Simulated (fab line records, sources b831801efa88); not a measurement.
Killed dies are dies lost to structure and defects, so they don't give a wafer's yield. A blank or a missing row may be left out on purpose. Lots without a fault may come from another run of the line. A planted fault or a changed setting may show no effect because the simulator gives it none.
Chamber matching | flow gf180mcu | GF_V3_CMP_04 on cmp-02: 4 sister chambers
The step polishes SiO2. 4 wafers are shown with their chamber, then 8 later ones without.

WAFERS WITH THEIR CHAMBER
wafer  | chamber | motor_current_A (A)
L421.4 | 0       | 12.5
L424.1 | 1       | 12.6
L424.5 | 2       | 12.1
L434.1 | 3       | 12.9

WAFERS WITHOUT THEIR CHAMBER
wafer  | motor_current_A (A)
L434.2 | 12.2
L434.6 | 11.6
L437.4 | 11.7
L437.5 | 13.0
L437.6 | 12.0
L438.1 | 12.5
L438.3 | 13.1
L438.5 | 12.5

WHICH CHAMBER EACH WENT THROUGH
wafer  | from the rows above               | in truth
L434.2 | can't be placed: 2 or 0 or 1      | 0
L434.6 | can't be placed: 2 or 0           | 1
L437.4 | can't be placed: 2 or 0           | 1
L437.5 | can't be placed: 3 or 1 or 0      | 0
L437.6 | can't be placed: 2 or 0           | 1
L438.1 | can't be placed: 0 or 1 or 2 or 3 | 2
L438.3 | can't be placed: 3 or 1 or 0      | 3
L438.5 | can't be placed: 0 or 1 or 2 or 3 | 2
Placed correctly: 0 of 8. Can't be placed from these rows: 8 (the true chamber is among the candidates in 5). Placed wrongly: 0.
How it was worked out, from the rows above alone: a wafer's distance from a chamber is the root of the sum, over the readings, of the square of ((its reading less the chamber's mean) divided by the reading's scatter). The wafer belongs to the nearest chamber; if the next one is less than 2 further off, it can't be placed. A chamber's mean is the mean of its shown wafers. The scatter: with one shown wafer a chamber, the root of the mean of the squares of how far each hidden wafer lies from its nearest shown one.
